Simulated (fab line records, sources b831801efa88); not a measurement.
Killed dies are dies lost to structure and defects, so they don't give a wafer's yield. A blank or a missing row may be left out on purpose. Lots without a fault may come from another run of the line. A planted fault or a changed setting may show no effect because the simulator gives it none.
Which tool did it? | flow gf180mcu | 24 lots, 72 wafers sampled, at 2 steps of a route of 602

WHAT THE GAUGES READ, wafer by wafer
GF_M2_CD_MEAS_14: target cd 280 nm. Usual: cd_nm 279.9 nm, standard deviation 1.2.
lot  | measured     | on        | cd_nm (nm)        | flag
L074 | day 19 04:31 | cd_sem-01 | 281.5 281.1 281.8 |
L075 | day 19 08:24 | cd_sem-01 | 279.2 279.3 280.1 |
L076 | day 19 23:52 | cd_sem-02 | 280.1 281.1 280.6 |
L077 | day 20 02:51 | cd_sem-02 | 279.8 278.9 280.5 |
L078 | day 20 13:16 | cd_sem-01 | 280.5 280.0 280.3 |
L079 | day 21 05:23 | cd_sem-01 | 279.9 279.6 278.6 |
L080 | day 21 14:55 | cd_sem-02 | 281.0 279.5 279.7 |
L081 | day 21 22:03 | cd_sem-01 | 280.3 280.1 278.8 |
L082 | day 22 09:33 | cd_sem-02 | 276.8 277.2 279.0 |
L083 | day 22 17:58 | cd_sem-02 | 279.0 278.6 278.5 |
L084 | day 22 21:30 | cd_sem-01 | 280.2 280.8 280.1 |
L085 | day 23 03:57 | cd_sem-02 | 278.9 278.6 279.4 |
L086 | day 23 09:59 | cd_sem-02 | 281.9 281.1 280.2 |
L087 | day 24 03:09 | cd_sem-02 | 278.8 279.5 279.3 |
L088 | day 24 08:12 | cd_sem-02 | 281.6 281.8 281.7 |
L089 | day 24 20:05 | cd_sem-01 | 281.0 280.8 280.4 |
L090 | day 24 22:23 | cd_sem-02 | 281.0 280.4 280.0 |
L091 | day 25 02:32 | cd_sem-01 | 280.5 280.7 281.1 |
L092 | day 25 09:57 | cd_sem-01 | 280.4 279.4 281.1 |
L093 | day 25 14:07 | cd_sem-02 | 282.1 280.9 280.7 |
L094 | day 25 21:16 | cd_sem-02 | 280.9 281.6 281.2 |
L095 | day 26 04:30 | cd_sem-02 | 279.1 279.3 279.1 |
L096 | day 26 15:33 | cd_sem-02 | 278.7 280.3 279.9 |
L097 | day 27 05:04 | cd_sem-01 | 279.1 277.4 277.4 |

WHICH TOOL RAN EACH LOT (tool, then ch and the chambers of the sampled wafers, then the start)
lot  | GF_M2_SPUTTER_02
L074 | pvd_sputter-01, day 18 04:32
L075 | pvd_sputter-01, day 18 08:20
L076 | pvd_sputter-01, day 19 00:02
L077 | pvd_sputter-01, day 19 02:39
L078 | pvd_sputter-02, day 19 13:11
L079 | pvd_sputter-04, day 20 05:39
L080 | pvd_sputter-04, day 20 15:16
L081 | pvd_sputter-01, day 20 22:17
L082 | pvd_sputter-04, day 21 09:54
L083 | pvd_sputter-01, day 21 18:30
L084 | pvd_sputter-02, day 21 21:53
L085 | pvd_sputter-01, day 22 05:16
L086 | pvd_sputter-02, day 22 11:14
L087 | pvd_sputter-01, day 23 04:40
L088 | pvd_sputter-01, day 23 09:22
L089 | pvd_sputter-01, day 23 21:43
L090 | pvd_sputter-02, day 23 23:37
L091 | pvd_sputter-04, day 24 04:32
L092 | pvd_sputter-01, day 24 12:11
L093 | pvd_sputter-04, day 24 16:47
L094 | pvd_sputter-04, day 25 00:25
L095 | pvd_sputter-04, day 25 07:50
L096 | pvd_sputter-02, day 25 19:36
L097 | pvd_sputter-04, day 26 08:21
- GF_M2_SPUTTER_02: material AlCu, target thk 450 nm, time 23.9 s.

WHAT THE TOOLS THEMSELVES READ (means of the sampled wafers that have a number; where no wafer has one, the mark that the record gives instead)
GF_M2_SPUTTER_02. Usual: cathode_dc_power_W 10600 W, standard deviation 2; throttle_valve_pct 30.0 %, standard deviation 0.85.
lot  | tool           | cathode_dc_power_W (W) | throttle_valve_pct (%) | flag
L074 | pvd_sputter-01 | 10601                  | 30.4                   |
L075 | pvd_sputter-01 | 10602                  | 30.4                   |
L076 | pvd_sputter-01 | 10601                  | 31.0                   |
L077 | pvd_sputter-01 | 10601                  | 29.9                   |
L078 | pvd_sputter-02 | 10600                  | 30.7                   |
L079 | pvd_sputter-04 | 10601                  | 30.8                   |
L080 | pvd_sputter-04 | 10600                  | 30.0                   |
L081 | pvd_sputter-01 | 10600                  | 31.0                   |
L082 | pvd_sputter-04 | 10599                  | 30.5                   |
L083 | pvd_sputter-01 | 10601                  | 29.8                   |
L084 | pvd_sputter-02 | 10601                  | 29.4                   |
L085 | pvd_sputter-01 | 10596                  | 30.3                   |
L086 | pvd_sputter-02 | 10600                  | 30.3                   |
L087 | pvd_sputter-01 | 10600                  | 30.2                   |
L088 | pvd_sputter-01 | 10600                  | 30.0                   |
L089 | pvd_sputter-01 | 10600                  | 29.8                   |
L090 | pvd_sputter-02 | 10600                  | 30.0                   |
L091 | pvd_sputter-04 | 10600                  | 29.7                   |
L092 | pvd_sputter-01 | 10599                  | 29.9                   |
L093 | pvd_sputter-04 | 10601                  | 30.4                   |
L094 | pvd_sputter-04 | 10600                  | 29.7                   |
L095 | pvd_sputter-04 | 10601                  | 30.5                   |
L096 | pvd_sputter-02 | 10600                  | 30.0                   |
L097 | pvd_sputter-04 | 10601                  | 29.6                   |

THE ANSWER, worked out from the rows above alone
Rule: a lot is off if the mean of its wafers that have a number lies more than 3 standard deviations from the usual mean. A lot without any number at a reading at which 4 lots or more have one is off too. The other lots that the step has rows for count as sound. The gauges are gone through in route order, then the tools' own readings, and for those a lot's mean is taken as printed above. The first step at which some lot is off is used, and at that step the reading that is off furthest; a lot without a number counts as furthest.
No lot is off at any reading shown: from this, nothing can be told.

WHAT THE SIMULATOR HAD PUT IN
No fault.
